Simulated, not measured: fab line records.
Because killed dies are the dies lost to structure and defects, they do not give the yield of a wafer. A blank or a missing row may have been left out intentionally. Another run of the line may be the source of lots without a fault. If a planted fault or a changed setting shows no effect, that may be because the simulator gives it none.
Which tool is to blame? :: flow gf180mcu :: 13 lots, 39 wafers sampled, at 4 steps of a route of 602

== WHAT EACH GAUGE READ, for each wafer ==
GF_STI_THK_MEAS_24.
lot: L720
measured: day 2 04:34
on: filmMetro-04
STI_CVD_23_THK (nm): 639 647 636

lot: L721
measured: day 2 09:38
on: filmMetro-02
STI_CVD_23_THK (nm): 649 649 644

lot: L724
measured: day 3 00:53
on: filmMetro-04
STI_CVD_23_THK (nm): 650 659 656

lot: L729
measured: day 4 01:46
on: filmMetro-03
STI_CVD_23_THK (nm): 646 647 649

lot: L730
measured: day 4 07:43
on: filmMetro-04
STI_CVD_23_THK (nm): 651 650 659

lot: L734
measured: day 5 06:49
on: filmMetro-03
STI_CVD_23_THK (nm): 653 645 642

lot: L735
measured: day 5 09:49
on: filmMetro-02
STI_CVD_23_THK (nm): 656 658 652

lot: L736
measured: day 5 14:07
on: filmMetro-04
STI_CVD_23_THK (nm): 638 639 641

lot: L738
measured: day 5 23:58
on: filmMetro-02
STI_CVD_23_THK (nm): 655 647 653

lot: L739
measured: day 6 05:52
on: filmMetro-03
STI_CVD_23_THK (nm): 647 652 647

lot: L741
measured: day 6 18:15
on: filmMetro-03
STI_CVD_23_THK (nm): 655 656 647

lot: L742
measured: day 6 21:59
on: filmMetro-03
STI_CVD_23_THK (nm): 641 644 648

lot: L743
measured: day 7 02:34
on: filmMetro-04
STI_CVD_23_THK (nm): 649 648 646

GF_MVPSD_OVL_MEAS_07.
lot: L720
measured: day 5 03:02
on: overlay-01
MVPSD_OVL (nm): -0.3 0.9 -1.6

lot: L721
measured: day 5 10:44
on: overlay-01
MVPSD_OVL (nm): -1.3 -2.6 1.2

lot: L724
measured: day 6 02:32
on: overlay-01
MVPSD_OVL (nm): -1.2 -1.9 0.2

lot: L729
measured: day 7 04:53
on: overlay-01
MVPSD_OVL (nm): -2.3 -1.9 -0.9

lot: L730
measured: day 7 11:41
on: overlay-01
MVPSD_OVL (nm): -2.8 -1.1 0.1

lot: L734
measured: day 8 14:31
on: overlay-02
MVPSD_OVL (nm): -3.5 -5.1 -4.8

lot: L735
measured: day 8 17:44
on: overlay-02
MVPSD_OVL (nm): -4.0 -3.5 -2.9

lot: L736
measured: day 8 21:44
on: overlay-02
MVPSD_OVL (nm): -0.8 0.2 0.3

lot: L738
measured: day 9 11:26
on: overlay-01
MVPSD_OVL (nm): -1.0 -2.1 -2.2

lot: L739
measured: day 9 17:34
on: overlay-01
MVPSD_OVL (nm): -0.3 -1.6 -1.8

lot: L741
measured: day 10 06:55
on: overlay-02
MVPSD_OVL (nm): -3.0 -3.4 -3.1

lot: L742
measured: day 10 12:20
on: overlay-02
MVPSD_OVL (nm): -0.4 -0.8 -0.4

lot: L743
measured: day 10 17:47
on: overlay-01
MVPSD_OVL (nm): -1.4 -0.4 -0.4

GF_VT_IMPLANT_RS_MEAS_49: uses a four-point probe to measure.
lot: L720
measured: day 7 16:43
on: filmMetro-01
MVPSD_RS (ohm/sq): 1168 1169 1169

lot: L721
measured: day 8 00:41
on: filmMetro-03
MVPSD_RS (ohm/sq): 1165 1170 1169

lot: L724
measured: day 8 17:35
on: filmMetro-01
MVPSD_RS (ohm/sq): 1170 1171 1166

lot: L729
measured: day 9 23:43
on: filmMetro-04
MVPSD_RS (ohm/sq): 1167 1170 1170

lot: L730
measured: day 10 08:03
on: filmMetro-01
MVPSD_RS (ohm/sq): 1170 1167 1165

lot: L734
measured: day 11 11:58
on: filmMetro-03
MVPSD_RS (ohm/sq): 1165 1163 1167

lot: L735
measured: day 11 18:07
on: filmMetro-03
MVPSD_RS (ohm/sq): 1168 1168 1167

lot: L736
measured: day 11 21:35
on: filmMetro-03
MVPSD_RS (ohm/sq): 1173 1174 1171

lot: L738
measured: day 12 13:56
on: filmMetro-01
MVPSD_RS (ohm/sq): 1170 1167 1170

lot: L739
measured: day 12 20:55
on: filmMetro-01
MVPSD_RS (ohm/sq): 1167 1164 1166

lot: L741
measured: day 13 12:23
on: filmMetro-04
MVPSD_RS (ohm/sq): 1172 1167 1168

lot: L742
measured: day 13 17:27
on: filmMetro-03
MVPSD_RS (ohm/sq): 1168 1171 1165

lot: L743
measured: day 14 00:20
on: filmMetro-03
MVPSD_RS (ohm/sq): 1167 1166 1168

== EACH LOT AND THE TOOL THAT RAN IT (in order: tool; ch and the chambers of the sampled wafers; start) ==
lot: L720
GF_LVPWELL_EXPOSE_04: ilineStepper-02 ch 0, day 3 15:50

lot: L721
GF_LVPWELL_EXPOSE_04: ilineStepper-02 ch 0, day 3 23:32

lot: L724
GF_LVPWELL_EXPOSE_04: ilineStepper-01 ch 0, day 4 13:41

lot: L729
GF_LVPWELL_EXPOSE_04: ilineStepper-02 ch 0, day 5 16:35

lot: L730
GF_LVPWELL_EXPOSE_04: ilineStepper-02 ch 0, day 5 22:37

lot: L734
GF_LVPWELL_EXPOSE_04: ilineStepper-01 ch 0, day 6 22:38

lot: L735
GF_LVPWELL_EXPOSE_04: ilineStepper-01 ch 0, day 7 01:20

lot: L736
GF_LVPWELL_EXPOSE_04: ilineStepper-01 ch 0, day 7 05:49

lot: L738
GF_LVPWELL_EXPOSE_04: ilineStepper-02 ch 0, day 7 17:55

lot: L739
GF_LVPWELL_EXPOSE_04: ilineStepper-02 ch 0, day 7 23:44

lot: L741
GF_LVPWELL_EXPOSE_04: ilineStepper-02 ch 0, day 8 12:01

lot: L742
GF_LVPWELL_EXPOSE_04: ilineStepper-02 ch 0, day 8 17:05

lot: L743
GF_LVPWELL_EXPOSE_04: ilineStepper-02 ch 0, day 8 20:38
- GF_LVPWELL_EXPOSE_04: exposes mask LVPWELL, target cd 600 nm.

== WHAT THE TOOLS THEMSELVES READ (means of the sampled wafers that have a number; where no wafer has one, the mark that the record gives instead) ==
GF_LVPWELL_EXPOSE_04.
lot: L720
tool: ilineStepper-02
stageVelMmS (mm/s): 499.91

lot: L721
tool: ilineStepper-02
stageVelMmS (mm/s): 500.10

lot: L724
tool: ilineStepper-01
stageVelMmS (mm/s): 499.95

lot: L729
tool: ilineStepper-02
stageVelMmS (mm/s): 499.80

lot: L730
tool: ilineStepper-02
stageVelMmS (mm/s): 500.02

lot: L734
tool: ilineStepper-01
stageVelMmS (mm/s): 500.03

lot: L735
tool: ilineStepper-01
stageVelMmS (mm/s): 500.05

lot: L736
tool: ilineStepper-01
stageVelMmS (mm/s): 500.03

lot: L738
tool: ilineStepper-02
stageVelMmS (mm/s): 499.87

lot: L739
tool: ilineStepper-02
stageVelMmS (mm/s): 500.03

lot: L741
tool: ilineStepper-02
stageVelMmS (mm/s): 499.88

lot: L742
tool: ilineStepper-02
stageVelMmS (mm/s): 499.81

lot: L743
tool: ilineStepper-02
stageVelMmS (mm/s): 499.56

== THE ANSWER, worked out from the rows above alone ==
Rule: the lots themselves supply what counts as usual. Put in order of their means at a reading, lots are off if they are a third of the lots or fewer, leave a main group of 4 or more, and stand apart from it by a gap of 3 or more times the standard deviation of the main group's means; of several such gaps the widest counts. A main group whose means are all the same, to the digits that the tables above print for the reading, isn't used. Also off: a lot with no number at a reading for which 4 or more lots have one. Where the step has rows for the other lots, those lots are counted as sound. The gauges are gone through in route order, then the tools' own readings, and for those a lot's mean is taken as printed above. The first step at which some lot is off is used, and at that step the reading that is off furthest; a lot without a number counts as furthest.
Nothing can be told from this: no lot is off at any reading shown.

== WHAT THE SIMULATOR HAD INSERTED ==
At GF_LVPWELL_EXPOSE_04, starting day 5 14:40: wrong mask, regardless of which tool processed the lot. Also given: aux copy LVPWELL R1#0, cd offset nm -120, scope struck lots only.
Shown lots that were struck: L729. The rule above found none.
